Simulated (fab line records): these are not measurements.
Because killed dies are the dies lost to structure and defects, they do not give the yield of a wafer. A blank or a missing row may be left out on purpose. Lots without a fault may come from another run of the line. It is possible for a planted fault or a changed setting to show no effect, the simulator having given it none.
Matching of chambers    flow sky130    cmp-02 running SKY_VIA1_CMP_02: 4 sister chambers
The step polishes SiO2. 16 wafers are shown with their chamber, then 8 later ones without.

EACH WAFER AND ITS CHAMBER
wafer   chamber  motor_current_A (A)
L616.1  0        10.4
L616.4  2        12.6
L616.6  1        11.5
L618.2  0        10.0
L618.3  2        12.4
L618.6  1        11.5
L626.1  2        12.5
L626.2  3        11.5
L626.4  0        9.8
L627.2  0        10.4
L627.4  3        11.3
L627.6  3        11.4
L632.2  0        10.4
L632.3  2        13.1
L632.5  0        10.6
L634.1  1        11.7

SIGNATURES (means of the wafers above)
reading          chamber 0  chamber 1  chamber 2  chamber 3  scatter within a chamber
motor_current_A  10.267     11.567     12.650     11.400     0.257
Rule: a wafer's distance from a chamber is the root of the sum, over the readings, of the square of ((its reading less the chamber's mean) divided by the reading's scatter). If the next closest chamber is less than 2 further off than the closest, the wafer can't be placed; otherwise it belongs to the closest. How the scatter is found: for the shown wafers, subtract from each reading the mean of its chamber, square and add these, divide the total by (wafers less chambers), then take the root.

WAFERS WITHOUT THEIR CHAMBER
wafer   motor_current_A (A)
L634.2  13.0
L634.3  10.1
L635.4  13.1
L635.5  10.7
L635.6  13.0
L636.2  11.0
L636.3  11.1
L636.6  10.9

THE CHAMBER EACH PASSED THROUGH
wafer   from the rows above           in truth
L634.2  2                             2
L634.3  0                             0
L635.4  2                             2
L635.5  can't be placed: 0 or 3 or 1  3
L635.6  2                             2
L636.2  can't be placed: 3 or 1 or 0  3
L636.3  can't be placed: 3 or 1       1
L636.6  can't be placed: 3 or 0 or 1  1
Correctly placed: 4 of 8. From these rows, 4 cannot be placed; in 4 the true chamber is one of the candidates. Wrongly placed: 0.
